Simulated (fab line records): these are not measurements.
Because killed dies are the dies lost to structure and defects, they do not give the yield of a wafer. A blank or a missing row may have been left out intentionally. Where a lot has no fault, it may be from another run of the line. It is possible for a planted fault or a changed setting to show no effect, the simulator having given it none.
fab line records | flow gf180mcu
[record] lots = 5 wafers = 15 lastDay = 32
route steps=602 shown V5@547 TOP_METAL@567
lots untouched by any fault: they come from a run of this same line in which no faults occurred
startH: start of the lot's first displayed wafer, in hours after the record's first day | waitH: hours since the lot's step before | " same as the row above | L1.1+2: a row that stands for several wafers | - value missing, or start not given | * or withheld: withheld | < > ~ a bound
route shown NAME@n: a module of which the file shows steps, and the number in the route of the first | usual: mean/standard deviation of fault-free wafers | same: alike in all rows | chamber/n: place in a boat | sites: readings site by site | _std_site: how widely they spread, as a standard deviation | _edge_site: inner sites' mean taken away from outer sites' mean | radiusMm: how far each site lies from the wafer's centre | mask NAME#n: copy n | behind: the last tool/chamber to shape the wafer | hold: what put the lot on hold/how long, in hours/how the hold closed | device: transistor that didn't switch, given as n, p or np | end of line: the route-end tests of the same wafers | a step with no rows: only its recipe | killed: dies lost to structure and defects at the first sort, not the wafer's yield | map: shows each die of a wafer: x if killed, . if not, _ if none is there
set.NAME: setting as actually run; set.NAME@STEP: the setting as run at that earlier step | model.NAME: the simulator's own value behind a step, which no gauge read
lots seen at some steps along the route; tables by step, rows by wafer
services: from which hour (startH, from the record's first day; less than 0 if before it) a tool's chamber was out of use, for how many hours, and why
[[steps]]
[step GF_V5_HMDS_07]
[recipe] primeTimeS = 60 primeTempC = 120
// columns lot.wafer tool chamber startH waitH
L074.1+2+6 lithoTrack-01 0 612.45 0.1
L075.1+2+4 lithoTrack-03 0 626.74 0.1
L076.3+4+5 lithoTrack-04 0 633.40 0.1
L077.3+4+5 lithoTrack-04 0 644.35 0.1
L085.1+3+6 lithoTrack-03 0 715.58 0.1
[step GF_V5_COAT_08]
[recipe] resist = BARC tempC = withheld timeS = withheld spinRpm = withheld resistThkNm = withheld
// columns lot.wafer tool chamber startH waitH
L074.1+2+6 lithoTrack-01 0 612.60 0.1
L075.1+2+4 lithoTrack-03 0 626.89 0.1
L076.3+4+5 lithoTrack-04 0 633.55 0.1
L077.3+4+5 lithoTrack-04 0 644.50 0.1
L085.1+3+6 lithoTrack-03 0 715.73 0.1
[step GF_V5_COAT_09]
[recipe] resist = KrF spinRpm = withheld resistThkNm = 1000
// columns lot.wafer tool chamber startH waitH
L074.1+2+6 lithoTrack-01 0 - -
L075.1+2+4 lithoTrack-03 0 - -
L076.3+4+5 lithoTrack-04 0 - -
L077.3+4+5 lithoTrack-04 0 - -
L085.1+3+6 lithoTrack-03 0 - -
[step GF_V5_SOFTBAKE_10]
[recipe] tempC = 130 timeS = 60 resist = KrF
// columns lot.wafer tool chamber startH waitH
L074.1+2+6 lithoTrack-01 0 - -
L075.1+2+4 lithoTrack-03 0 - -
L076.3+4+5 lithoTrack-04 0 - -
L077.3+4+5 lithoTrack-04 0 - -
L085.1+3+6 lithoTrack-03 0 - -
[step GF_V5_EXPOSE_11]
[recipe] maskId = Via5 targetCdNm = 260 na = 0.68 sourceShape = conventional sigmaOuter = 0.6 doseMj = 38
// columns lot.wafer tool chamber startH waitH mask
L074.1+2+6 krfScanner-02 0 - - Via5#0
L075.1+2+4 krfScanner-02 0 - - Via5#0
L076.3+4+5 krfScanner-01 0 - - Via5#0
L077.3+4+5 krfScanner-01 0 - - Via5#0
L085.1+3+6 krfScanner-01 0 - - Via5#0
[step GF_V5_PEB_12]
[recipe] pebTempC = 135 pebTimeS = 90 resist = KrF
// columns lot.wafer tool chamber startH waitH
L074.1+2+6 lithoTrack-01 0 - -
L075.1+2+4 lithoTrack-01 0 - -
L076.3+4+5 lithoTrack-04 0 - -
L077.3+4+5 lithoTrack-03 0 - -
L085.1+3+6 lithoTrack-01 0 - -
[step GF_V5_DEVELOP_13]
[recipe] developTimeS = 60 resist = KrF devTempC = 21
[usual] developerTempC = 21.00/0.095
// columns lot.wafer tool chamber startH waitH developerTempC
L074.1 lithoTrack-01 0 622.45 0.2 20.88
L074.2 " 0 " " 21.01
L074.6 " 0 " " 20.90
L075.1 lithoTrack-01 0 637.85 0.2 20.95
L075.2 " 0 " " 20.86
L075.4 " 0 " " 21.05
L076.3 lithoTrack-04 0 643.10 0.1 21.14
L076.4 " 0 " " 21.05
L076.5 " 0 " " 21.19
L077.3 lithoTrack-03 0 654.48 0.1 21.22
L077.4 " 0 " " 21.24
L077.5 " 0 " " 21.08
L085.1 lithoTrack-01 0 724.65 0.2 21.03
L085.3 " 0 " " 21.04
L085.6 " 0 " " 21.06
[step GF_V5_CD_MEAS_14]
[recipe] targetCdNm = 260
[usual] cdNm = 260.2/1.4
// columns lot.wafer tool chamber startH waitH cdNm
L074.1 cdSem-02 - 622.60 0.1 260.9
L074.2 " - " " 260.6
L074.6 " - " " 261.1
L075.1 cdSem-01 - 638.00 0.1 261.1
L075.2 " - " " 262.5
L075.4 " - " " 262.3
L076.3 cdSem-02 - 643.24 0.1 261.2
L076.4 " - " " 260.7
L076.5 " - " " 260.9
L077.3 cdSem-02 - 654.77 0.3 259.7
L077.4 " - " " 259.4
L077.5 " - " " 260.0
L085.1 cdSem-02 - 724.80 0.1 261.9
L085.3 " - " " 262.8
L085.6 " - " " 263.2
[step GF_V5_OVL_MEAS_15]
[usual] V5_OVL = 1/4.9
// columns lot.wafer tool chamber startH waitH V5_OVL[nm]
L074.1 overlay-01 - 622.72 0.1 -2
L074.2 " - " " 3
L074.6 " - " " -1
L075.1 overlay-02 - 638.12 0.1 -10
L075.2 " - " " -4
L075.4 " - " " -3
L076.3 overlay-01 - 643.33 0.1 -3
L076.4 " - " " -5
L076.5 " - " " -5
L077.3 overlay-02 - 654.86 0.1 6
L077.4 " - " " 3
L077.5 " - " " 5
L085.1 overlay-02 - 724.92 0.1 5
L085.3 " - " " 2
L085.6 " - " " -2
[step GF_V5_ETCH_16]
[recipe] chemistry = N2/H2 targetDepthA = withheld overetchA = withheld timeS = withheld target = BARC ionEnergyEv = 200 sourceW = 500 biasW = 100 pressureMtorr = 30 n2FlowSccm = 100 h2FlowSccm = 200
[usual] drypumpMotorCurrentA = 5.9/0.35 oesProductAu = 0.855/0.0045 throttleValvePct = 13.226/0.0092
// columns lot.wafer tool chamber startH waitH drypumpMotorCurrentA oesProductAu throttleValvePct
L074.1 rieDiel-01 0 622.75 0.0 5.9 0.853 13.238
L074.2 " 1 " " 5.7 0.848 13.225
L074.6 " 2 " " 5.6 0.856 13.218
L075.1 rieDiel-02 3 638.15 0.0 5.3 0.851 13.229
L075.2 " 1 " " 6.0 0.861 13.215
L075.4 " 3 " " 5.2 0.853 13.216
L076.3 rieDiel-01 3 643.36 0.0 5.8 0.847 13.217
L076.4 " 2 " " 5.6 0.857 13.214
L076.5 " 3 " " 5.8 0.852 13.206
L077.3 rieDiel-03 3 654.88 0.0 5.6 0.850 13.219
L077.4 " 2 " " 5.9 0.852 13.225
L077.5 " 0 " " 6.3 0.848 13.230
L085.1 rieDiel-03 1 724.95 0.0 6.4 0.862 13.223
L085.3 " 2 " " 5.9 0.856 13.224
L085.6 " 2 " " 5.9 0.853 13.218
[step GF_V5_ETCH_17]
[recipe] chemistry = C4F8/O2/Ar maskMaterial = KrF target = SiO2 stopOn = TiN sourceW = 1500 biasW = 1200 pressureMtorr = 40 c4f8FlowSccm = withheld O2_flow_sccm = 6 Ar_flow_sccm = 300 timeS = withheld targetDepthA = 8550
[usual] oesProductAu = 0.860/0.0046
// columns lot.wafer tool chamber startH waitH oesProductAu
L074.1 rieDiel-01 0 - - 0.859
L074.2 " 1 " " 0.859
L074.6 " 2 " " 0.857
L075.1 rieDiel-02 3 - - 0.855
L075.2 " 1 " " 0.862
L075.4 " 3 " " 0.860
L076.3 rieDiel-01 3 - - 0.848
L076.4 " 2 " " 0.858
L076.5 " 3 " " 0.865
L077.3 rieDiel-03 3 - - 0.862
L077.4 " 2 " " 0.859
L077.5 " 0 " " 0.859
L085.1 rieDiel-03 1 - - 0.859
L085.3 " 2 " " 0.858
L085.6 " 2 " " 0.859
[step GF_V5_STRIP_18]
[recipe] chemistry = O2/N2 powerW = 1400 pressureMtorr = 1500 platenTempC = 250 o2FlowSccm = 3000 n2FlowSccm = 300 overashFraction = 0.5
[usual] drypumpMotorCurrentA = 5.4/0.51 heaterPowerW = 313/45 oesProductAu = 0.569/0.0054
[same] overashFraction = 0.5
// columns lot.wafer tool chamber startH waitH drypumpMotorCurrentA heaterPowerW oesProductAu rfHoursCounterH
L074.1 plasmaAsher-01 0 622.91 - 4.8 333 0.560 49
L074.2 " 1 " " 5.7 266 0.572 49
L074.6 " 1 " " 5.7 267 0.555 -
L075.1 plasmaAsher-04 0 638.31 - 6.0 321 0.570 86
L075.2 " 1 " " 4.7 291 0.567 86
L075.4 " 0 " " 6.0 313 0.571 -
L076.3 plasmaAsher-04 0 643.54 - 6.1 324 0.578 -
L076.4 " 1 " " 4.7 298 0.568 -
L076.5 " 0 " " 6.1 308 0.574 -
L077.3 plasmaAsher-01 1 655.07 - 5.7 261 0.571 -
L077.4 " 0 " " 4.8 317 0.565 -
L077.5 " 0 " " 4.8 330 0.567 -
L085.1 plasmaAsher-04 0 725.11 - 6.1 319 0.573 95
L085.3 " 1 " " 4.8 294 0.569 -
L085.6 " 0 " " 6.1 312 0.578 -
[step GF_V5_STRIP_19]
[recipe] chemistry = postEtchResidueRemover timeS = 1200 tempC = 72.5
// columns lot.wafer tool chamber startH waitH
L074.1+2+6 wetBench-04 3 623.01 0.1
L075.1+2+4 wetBench-02 1 638.41 0.1
L076.3+4+5 wetBench-03 3 643.61 0.0
L077.3+4+5 wetBench-02 0 655.14 0.0
L085.1+3+6 wetBench-02 3 725.21 0.1
[step GF_V5_CLEAN_20]
[recipe] chemistry = DIW dry = n2Spin
// columns lot.wafer tool chamber startH waitH
L074.1+2+6 wetBench-02 3 623.35 0.0
L075.1+2+4 wetBench-04 1 638.78 0.0
L076.3+4+5 wetBench-04 2 643.98 0.0
L077.3+4+5 wetBench-03 2 655.51 0.0
L085.1+3+6 wetBench-04 1 725.55 0.0
[step GF_V5_SPUTTER_21]
[recipe] material = Ti targetThkNm = 15 chamberPressurePa = 5 powerW = 2500 substrateTempC = 200 timeS = 80.02
[usual] cathodeDcPowerW = 2500.0/0.45 substrateTempC = 199.96/0.14 throttleValvePct = 29.8/1.2
// columns lot.wafer tool chamber startH waitH cathodeDcPowerW substrateTempC throttleValvePct
L074.1 pvdSputter-01 - 623.45 0.0 2500.3 200.14 27.1
L074.2 " - " " 2500.5 199.98 29.5
L074.6 " - " " 2500.6 200.02 28.1
L075.1 pvdSputter-03 - 638.87 0.0 2500.5 200.04 30.1
L075.2 " - " " 2500.4 200.09 31.0
L075.4 " - " " 2499.5 199.85 30.2
L076.3 pvdSputter-01 - 644.07 0.0 2500.1 199.81 28.0
L076.4 " - " " 2499.7 199.98 29.3
L076.5 " - " " 2500.1 199.85 27.0
L077.3 pvdSputter-02 - 655.60 0.0 2500.2 200.01 31.3
L077.4 " - " " 2499.8 200.06 29.0
L077.5 " - " " 2499.2 199.96 31.5
L085.1 pvdSputter-01 - 725.73 0.0 2499.0 199.86 28.1
L085.3 " - " " 2500.8 200.13 29.8
L085.6 " - " " 2499.5 199.78 27.9
[step GF_V5_SPUTTER_22]
[recipe] material = TiN targetThkNm = 10 chamberPressurePa = 5 powerW = 4000 timeS = 40
[usual] cathodeDcPowerW = 3999.9/0.71 throttleValvePct = 29.7/1.3
// columns lot.wafer tool chamber startH waitH cathodeDcPowerW throttleValvePct
L074.1 pvdSputter-01 - 623.51 0.0 3998.9 27.1
L074.2 " - " " 3999.2 29.4
L074.6 " - " " 4000.1 28.0
L075.1 pvdSputter-03 - 638.93 0.0 4001.0 30.0
L075.2 " - " " 4000.8 30.8
L075.4 " - " " 3999.9 30.1
L076.3 pvdSputter-01 - 644.13 0.0 3999.4 28.0
L076.4 " - " " 3999.6 29.4
L076.5 " - " " 3999.1 26.9
L077.3 pvdSputter-02 - 655.66 0.0 3999.0 31.0
L077.4 " - " " 4000.5 28.9
L077.5 " - " " 4000.9 31.6
L085.1 pvdSputter-01 - 725.79 0.0 3999.4 28.1
L085.3 " - " " 3999.9 29.5
L085.6 " - " " 3999.7 27.9
[step GF_V5_CVD_23]
[recipe] material = W targetThkNm = 350 timeS = 104.9 tempC = 400 pressureTorr = 40
[usual] heaterPowerW = 900/28
// columns lot.wafer tool chamber startH waitH heaterPowerW
L074.1 cvdW-01 1 623.55 0.0 926
L074.2 " 0 " " 835
L074.6 " 1 " " 915
L075.1 cvdW-01 0 638.97 0.0 841
L075.2 " 1 " " 945
L075.4 " 0 " " 828
L076.3 cvdW-02 0 644.21 0.1 917
L076.4 " 1 " " 907
L076.5 " 1 " " 908
L077.3 cvdW-02 1 655.74 0.1 913
L077.4 " 0 " " 904
L077.5 " 0 " " 896
L085.1 cvdW-02 1 725.83 0.0 897
L085.3 " 1 " " 900
L085.6 " 0 " " 897
[step GF_V5_RS_MEAS_24]
[recipe] thkMeasGauge = four-point-probe reads = W_of_V5_CVD_23+TiN_of_V5_SPUTTER_22+Ti_of_V5_SPUTTER_21
[usual] V5_W_RS = 0.329/0.0039
// columns lot.wafer tool chamber startH waitH V5_W_RS[ohm/sq]
L074.1 filmMetro-03 - 623.66 0.1 0.333
L074.2 " - " " 0.334
L074.6 " - " " 0.330
L075.1 filmMetro-02 - 639.08 0.1 0.335
L075.2 " - " " 0.334
L075.4 " - " " 0.332
L076.3 filmMetro-03 - 644.33 0.1 0.333
L076.4 " - " " 0.332
L076.5 " - " " 0.335
L077.3 filmMetro-02 - 655.85 0.1 0.326
L077.4 " - " " 0.327
L077.5 " - " " 0.332
L085.1 filmMetro-01 - 725.94 0.1 0.329
L085.3 " - " " 0.327
L085.6 " - " " 0.324
[step GF_V5_THK_MEAS_25]
[recipe] thkMeasGauge = xrf reads = W_of_V5_CVD_23
[usual] V5_W_THK = 351/4.2
// columns lot.wafer tool chamber startH waitH V5_W_THK[nm]
L074.1 filmMetro-03 - 623.78 0.1 349
L074.2 " - " " 348
L074.6 " - " " 351
L075.1 filmMetro-02 - 639.20 0.1 343
L075.2 " - " " 343
L075.4 " - " " 345
L076.3 filmMetro-03 - 644.43 0.1 346
L076.4 " - " " 347
L076.5 " - " " 346
L077.3 filmMetro-02 - 655.95 0.1 357
L077.4 " - " " 354
L077.5 " - " " 348
L085.1 filmMetro-01 - 726.06 0.1 348
L085.3 " - " " 351
L085.6 " - " " 355
[step GF_V5_CMP_26]
[recipe] stopOn = SiO2 downForcePsi = 3.5 platenRpm = 60 tOverpolishS = 15 targetThkNm = 0 padVelocityMS = 0.94248
[usual] motorCurrentA = 10.8/0.84 overpolishRunS = 15.000/0.0091 timeToEndpointS = 86/4.4
// columns lot.wafer tool chamber startH waitH motorCurrentA overpolishRunS timeToEndpointS
L074.2 cmp-02 1 623.84 0.0 11.2 14.999 92
L074.1 " 3 " " 10.0 14.995 81
L074.6 " 2 " " 11.4 14.998 83
L075.1 cmp-02 3 639.26 0.1 10.0 15.022 78
L075.2 " 0 " " 10.6 15.004 88
L075.4 " 1 " " 12.5 14.997 88
L076.4 cmp-02 2 644.57 0.1 11.3 15.005 78
L076.3 " 3 " " 10.1 14.998 79
L076.5 " 0 " " 10.8 14.996 80
L077.4 cmp-01 0 656.09 0.1 10.4 14.994 81
L077.3 " 1 " " 9.5 14.980 86
L077.5 " 3 " " 12.3 15.001 85
L085.3 cmp-01 3 726.12 0.0 12.2 14.988 91
L085.1 " 0 " " 11.3 14.994 86
L085.6 " 3 " " 12.6 15.001 93
[step GF_TOP_METAL_SPUTTER_00]
[recipe] material = Ti targetThkNm = 37.5 arrivingIonEnergyEv = 80 substrateTempC = 200 chamberPressurePa = 2 powerW = 4000 timeS = 150
[usual] cathodeDcPowerW = 4000.1/0.69 substrateTempC = 200.01/0.15 throttleValvePct = 30.3/1
// columns lot.wafer tool chamber startH waitH cathodeDcPowerW substrateTempC throttleValvePct
L074.1 pvdSputter-03 - 624.14 0.1 4000.3 199.99 30.1
L074.2 " - " " 4001.0 200.18 30.3
L074.6 " - " " 4000.8 199.89 30.4
L075.1 pvdSputter-04 - 639.56 0.2 4000.5 200.04 29.8
L075.2 " - " " 3999.2 199.97 27.8
L075.4 " - " " 4000.4 200.24 31.6
L076.3 pvdSputter-02 - 644.77 0.1 4000.2 200.07 31.9
L076.4 " - " " 3999.7 200.14 30.9
L076.5 " - " " 4000.6 199.95 31.0
L077.3 pvdSputter-03 - 656.29 0.1 3999.4 199.95 30.0
L077.4 " - " " 4000.2 199.71 31.3
L077.5 " - " " 3999.9 200.11 30.4
L085.1 pvdSputter-02 - 726.42 0.2 3999.2 199.83 31.1
L085.3 " - " " 4001.0 200.02 30.8
L085.6 " - " " 3999.3 199.92 29.0
[step GF_TOP_METAL_SPUTTER_01]
[recipe] material = TiN targetThkNm = 30 powerW = 6500 timeS = 25 chamberPressurePa = 0.4
[usual] cathodeDcPowerW = 6499.9/1.2 throttleValvePct = 30.3/1
// columns lot.wafer tool chamber startH waitH cathodeDcPowerW throttleValvePct
L074.1 pvdSputter-03 - 624.24 0.1 6499.7 30.3
L074.2 " - " " 6499.5 30.1
L074.6 " - " " 6500.1 30.2
L075.1 pvdSputter-04 - 639.66 0.1 6499.7 29.6
L075.2 " - " " 6497.5 27.9
L075.4 " - " " 6501.8 31.5
L076.3 pvdSputter-02 - 644.87 0.1 6502.3 31.5
L076.4 " - " " 6499.9 30.6
L076.5 " - " " 6499.5 31.3
L077.3 pvdSputter-03 - 656.39 0.1 6498.9 30.6
L077.4 " - " " 6500.9 31.1
L077.5 " - " " 6501.2 30.1
L085.1 pvdSputter-02 - 726.52 0.1 6499.5 31.4
L085.3 " - " " 6498.5 30.7
L085.6 " - " " 6499.0 28.8
[step GF_TOP_METAL_SPUTTER_02]
[recipe] material = AlCu targetThkNm = 900 powerW = 10600 chamberPressurePa = 0.3 substrateTempC = 250 gas = Ar timeS = 47.82
[usual] cathodeDcPowerW = 10600/2 substrateTempC = 250.01/0.19 throttleValvePct = 30.3/1
// columns lot.wafer tool chamber startH waitH cathodeDcPowerW substrateTempC throttleValvePct
L074.1 pvdSputter-03 - 624.27 0.0 10601 249.90 30.4
L074.2 " - " " 10601 249.72 30.3
L074.6 " - " " 10597 249.91 30.2
L075.1 pvdSputter-04 - 639.69 0.0 10604 249.98 29.6
L075.2 " - " " 10599 249.78 28.0
L075.4 " - " " 10603 250.22 31.4
L076.3 pvdSputter-02 - 644.90 0.0 10601 249.84 31.7
L076.4 " - " " 10601 249.87 30.4
L076.5 " - " " 10604 249.60 31.1
L077.3 pvdSputter-03 - 656.42 0.0 10601 250.00 30.2
L077.4 " - " " 10599 249.93 31.2
L077.5 " - " " 10602 250.05 30.1
L085.1 pvdSputter-02 - 726.55 0.0 10600 250.24 31.3
L085.3 " - " " 10600 250.19 30.6
L085.6 " - " " 10600 250.15 29.1
[step GF_TOP_METAL_SPUTTER_03]
[recipe] material = Ti targetThkNm = 5 substrateTempC = 300 chamberPressurePa = 0.3 powerW = 3000 timeS = 3.3
[usual] cathodeDcPowerW = 3000.0/0.56 substrateTempC = 300.00/0.2 throttleValvePct = 30.3/0.98
// columns lot.wafer tool chamber startH waitH cathodeDcPowerW substrateTempC throttleValvePct
L074.1 pvdSputter-03 - 624.32 0.0 2998.4 299.74 30.1
L074.2 " - " " 2999.8 300.24 30.1
L074.6 " - " " 3001.1 300.09 30.2
L075.1 pvdSputter-04 - 639.74 0.0 3000.2 300.06 29.6
L075.2 " - " " 2999.9 299.71 27.7
L075.4 " - " " 2999.7 300.13 31.2
L076.3 pvdSputter-02 - 644.94 0.0 2999.4 300.22 31.6
L076.4 " - " " 3000.0 300.17 30.9
L076.5 " - " " 2999.9 299.89 31.0
L077.3 pvdSputter-03 - 656.47 0.0 2999.7 299.71 30.0
L077.4 " - " " 3000.5 299.92 31.1
L077.5 " - " " 3000.4 299.98 30.1
L085.1 pvdSputter-02 - 726.60 0.0 2999.8 299.93 31.4
L085.3 " - " " 3000.1 299.90 30.7
L085.6 " - " " 2999.5 299.97 29.0
[step GF_TOP_METAL_SPUTTER_04]
[recipe] material = TiN targetThkNm = 25 powerW = 6500 timeS = 20.8 chamberPressurePa = 0.4
[usual] cathodeDcPowerW = 6499.9/1.2 throttleValvePct = 30.3/0.99
// columns lot.wafer tool chamber startH waitH cathodeDcPowerW throttleValvePct
L074.1 pvdSputter-03 - 624.33 0.0 6502.5 30.0
L074.2 " - " " 6499.6 30.4
L074.6 " - " " 6501.3 30.0
L075.1 pvdSputter-04 - 639.76 0.0 6498.0 29.8
L075.2 " - " " 6500.3 28.2
L075.4 " - " " 6501.2 31.5
L076.3 pvdSputter-02 - 644.96 0.0 6497.1 31.2
L076.4 " - " " 6499.6 30.7
L076.5 " - " " 6499.6 31.3
L077.3 pvdSputter-03 - 656.49 0.0 6502.1 30.2
L077.4 " - " " 6499.5 30.9
L077.5 " - " " 6500.3 30.0
L085.1 pvdSputter-02 - 726.62 0.0 6498.6 31.0
L085.3 " - " " 6499.2 30.7
L085.6 " - " " 6499.0 29.1
[step GF_TOP_METAL_RS_MEAS_05]
[recipe] thkMeasGauge = four-point-probe reads = TiN_of_TOP_METAL_SPUTTER_04+Ti_of_TOP_METAL_SPUTTER_03+AlCu_of_TOP_METAL_SPUTTER_02+TiN_of_TOP_METAL_SPUTTER_01+Ti_of_TOP_METAL_SPUTTER_00
[usual] TOP_METAL_ALCU_RS = 0.0327/0.00036
// columns lot.wafer tool chamber startH waitH TOP_METAL_ALCU_RS[ohm/sq]
L074.1 filmMetro-01 - 624.36 0.0 0.0331
L074.2 " - " " 0.0330
L074.6 " - " " 0.0330
L075.1 filmMetro-01 - 639.78 0.0 0.0326
L075.2 " - " " 0.0329
L075.4 " - " " 0.0328
L076.3 filmMetro-03 - 645.03 0.1 0.0329
L076.4 " - " " 0.0331
L076.5 " - " " 0.0331
L077.3 filmMetro-04 - 656.55 0.1 0.0328
L077.4 " - " " 0.0329
L077.5 " - " " 0.0327
L085.1 filmMetro-01 - 726.64 0.0 0.0323
L085.3 " - " " 0.0331
L085.6 " - " " 0.0323
[step GF_TOP_METAL_THK_MEAS_06]
[recipe] thkMeasGauge = xrf reads = AlCu_of_TOP_METAL_SPUTTER_02
[usual] TOP_METAL_ALCU_THK = 901/11
// columns lot.wafer tool chamber startH waitH TOP_METAL_ALCU_THK[nm]
L074.1 filmMetro-01 - 624.48 0.1 887
L074.2 " - " " 891
L074.6 " - " " 884
L075.1 filmMetro-01 - 639.90 0.1 904
L075.2 " - " " 891
L075.4 " - " " 899
L076.3 filmMetro-03 - 645.13 0.1 904
L076.4 " - " " 890
L076.5 " - " " 890
L077.3 filmMetro-04 - 656.65 0.1 898
L077.4 " - " " 896
L077.5 " - " " 901
L085.1 filmMetro-01 - 726.76 0.1 911
L085.3 " - " " 892
L085.6 " - " " 913
[step GF_TOP_METAL_DEHYDRATE_07]
[recipe] tempC = 200 timeS = 60
// columns lot.wafer tool chamber startH waitH
L074.1+2+6 lithoTrack-03 0 634.84 10.3
L075.1+2+4 lithoTrack-03 0 648.63 8.7
L076.3+4+5 lithoTrack-01 0 654.65 9.5
L077.3+4+5 lithoTrack-01 0 665.00 8.3
L085.1+3+6 lithoTrack-03 0 735.38 8.6
[step GF_TOP_METAL_HMDS_08]
[recipe] primeTimeS = 60 primeTempC = 120
// columns lot.wafer tool chamber startH waitH
L074.1+2+6 lithoTrack-03 0 634.99 0.1
L075.1+2+4 lithoTrack-03 0 648.78 0.1
L076.3+4+5 lithoTrack-01 0 654.80 0.1
L077.3+4+5 lithoTrack-01 0 665.15 0.1
L085.1+3+6 lithoTrack-03 0 735.53 0.1
[step GF_TOP_METAL_COAT_09]
[recipe] resist = NOVOLAK spinRpm = 3000 resistThkNm = 1500
// columns lot.wafer tool chamber startH waitH
L074.1+2+6 lithoTrack-03 0 635.14 0.1
L075.1+2+4 lithoTrack-03 0 648.93 0.1
L076.3+4+5 lithoTrack-01 0 654.95 0.1
L077.3+4+5 lithoTrack-01 0 665.30 0.1
L085.1+3+6 lithoTrack-03 0 735.68 0.1
[step GF_TOP_METAL_SOFTBAKE_10]
[recipe] tempC = 90 timeS = 60 resist = NOVOLAK
// columns lot.wafer tool chamber startH waitH
L074.1+2+6 lithoTrack-03 0 635.29 0.1
L075.1+2+4 lithoTrack-03 0 649.08 0.1
L076.3+4+5 lithoTrack-01 0 655.10 0.1
L077.3+4+5 lithoTrack-01 0 665.45 0.1
L085.1+3+6 lithoTrack-03 0 735.83 0.1
[step GF_TOP_METAL_EXPOSE_11]
[recipe] maskId = MetalTop targetCdNm = 440 na = 0.6 sourceShape = conventional sigmaOuter = 0.6 doseMj = 170
// columns lot.wafer tool chamber startH waitH mask
L074.1+2+6 ilineStepper-02 0 - - MetalTop#0
L075.1+2+4 ilineStepper-01 0 - - MetalTop#0
L076.3+4+5 ilineStepper-01 0 - - MetalTop#0
L077.3+4+5 ilineStepper-02 0 - - MetalTop#0
L085.1+3+6 ilineStepper-01 0 - - MetalTop#0
[step GF_TOP_METAL_PEB_12]
[recipe] tempC = withheld timeS = * resist = NOVOLAK
// columns lot.wafer tool chamber startH waitH
L074.1+2+6 lithoTrack-01 0 - -
L075.1+2+4 lithoTrack-03 0 - -
L076.3+4+5 lithoTrack-03 0 - -
L077.3+4+5 lithoTrack-03 0 - -
L085.1+3+6 lithoTrack-03 0 - -
[step GF_TOP_METAL_DEVELOP_13]
[recipe] developTimeS = 60 devTempC = 23
[usual] developerTempC = 23.00/0.098
// columns lot.wafer tool chamber startH waitH developerTempC
L074.1 lithoTrack-01 0 644.40 0.1 23.12
L074.2 " 0 " " 23.12
L074.6 " 0 " " 23.01
L075.1 lithoTrack-03 0 659.13 0.1 22.99
L075.2 " 0 " " 22.92
L075.4 " 0 " " 23.10
L076.3 lithoTrack-03 0 663.83 0.1 22.90
L076.4 " 0 " " 22.96
L076.5 " 0 " " 22.99
L077.3 lithoTrack-03 0 675.28 0.1 22.84
L077.4 " 0 " " 23.05
L077.5 " 0 " " 22.95
L085.1 lithoTrack-03 0 743.98 0.1 22.99
L085.3 " 0 " " 22.99
L085.6 " 0 " " 23.02
[step GF_TOP_METAL_CD_MEAS_14]
[recipe] targetCdNm = 440
[usual] cdNm = 439.4/2.1
// columns lot.wafer tool chamber startH waitH cdNm
L074.1 cdSem-02 - 644.55 0.1 438.8
L074.2 " - " " 438.4
L074.6 " - " " 438.9
L075.1 cdSem-02 - 659.28 0.1 440.1
L075.2 " - " " 438.4
L075.4 " - " " 439.7
L076.3 cdSem-02 - 663.97 0.1 437.1
L076.4 " - " " 438.5
L076.5 " - " " 436.5
L077.3 cdSem-01 - 675.42 0.1 440.3
L077.4 " - " " 439.2
L077.5 " - " " 438.4
L085.1 cdSem-01 - 744.17 0.2 434.1
L085.3 " - " " 437.6
L085.6 " - " " 434.2
[step GF_TOP_METAL_OVL_MEAS_15]
[usual] TOP_METAL_OVL = 0.0/1.4
// columns lot.wafer tool chamber startH waitH TOP_METAL_OVL[nm]
L074.1 overlay-02 - 644.67 0.1 1.1
L074.2 " - " " 1.0
L074.6 " - " " -0.8
L075.1 overlay-01 - 659.40 0.1 0.5
L075.2 " - " " -1.8
L075.4 " - " " 0.2
L076.3 overlay-01 - 664.07 0.1 -1.0
L076.4 " - " " 0.0
L076.5 " - " " -0.5
L077.3 overlay-01 - 675.52 0.1 0.1
L077.4 " - " " -0.1
L077.5 " - " " -0.3
L085.1 overlay-02 - 744.29 0.1 1.4
L085.3 " - " " -3.0
L085.6 " - " " -0.7
[step GF_TOP_METAL_METAL_ETCH_16]
[recipe] chemistry = Cl2/BCl3 maskMaterial = NOVOLAK targetDepthNm = 1197 stopOn = SiO2 pressureMtorr = 8 icpW = 800 biasW = 140 Cl2_flow_sccm = 80 bcl3FlowSccm = 40 timeS = 199.5
[usual] drypumpMotorCurrentA = 5.9/0.37 oesProductAu = 0.991/0.0059 throttleValvePct = 28.231/0.011
// columns lot.wafer tool chamber startH waitH drypumpMotorCurrentA oesProductAu rfHoursCounterH throttleValvePct
L074.1 rieMetal-04 1 644.70 0.0 5.6 0.983 13 28.235
L074.2 " 0 " " 6.4 0.995 15 28.222
L074.6 " 0 " " 6.4 0.990 - 28.252
L075.1 rieMetal-04 1 659.44 0.0 5.5 0.989 13 28.248
L075.2 " 1 " " 5.5 0.980 - 28.240
L075.4 " 1 " " 5.5 0.991 - 28.234
L076.3 rieMetal-01 0 664.15 0.1 6.1 1.002 - 28.214
L076.4 " 1 " " 4.7 0.983 - 28.237
L076.5 " 0 " " 6.1 0.993 - 28.225
L077.3 rieMetal-04 1 675.67 0.1 5.5 0.983 - 28.234
L077.4 " 1 " " 5.5 0.994 - 28.228
L077.5 " 1 " " 5.5 0.987 - 28.246
L085.1 rieMetal-04 1 744.32 0.0 5.5 0.995 1 28.236
L085.3 " 1 " " 5.5 0.982 - 28.223
L085.6 " 1 " " 5.5 0.982 - 28.245
[[services]]
// columns tool chamber startH hours kind
cmp-02 - 589.84 4.5 pm
plasmaAsher-04 - 590.90 0.4 repair
krfScanner-01 - 597.22 3.6 pm
rieMetal-04 - 600.18 2.1 repair
ilineStepper-01 - 604.31 2.5 repair
rieMetal-04 - 605.50 2.8 pm
plasmaAsher-04 - 609.92 2.2 repair
pvdSputter-04 - 620.55 1.0 repair
rieMetal-04 - 627.80 1.8 repair
krfScanner-01 - 632.72 1.0 pm
pvdSputter-02 - 633.50 4.0 repair
rieDiel-01 - 657.98 2.8 pm
pvdSputter-02 - 669.83 8.2 repair
rieDiel-01 2 674.23 16.4 repair
krfScanner-01 - 674.78 2.1 repair
cmp-02 - 680.70 4.1 repair
wetBench-04 - 684.09 1.9 pm
rieMetal-04 0 687.84 3.1 repair
pvdSputter-04 - 688.42 0.9 repair
pvdSputter-04 - 696.71 6.1 repair
rieDiel-03 2 704.96 5.0 repair
pvdSputter-03 - 717.07 0.7 repair
rieMetal-04 - 723.69 14.6 pm
wetBench-04 - 731.50 5.8 repair
[[key]]
fault none
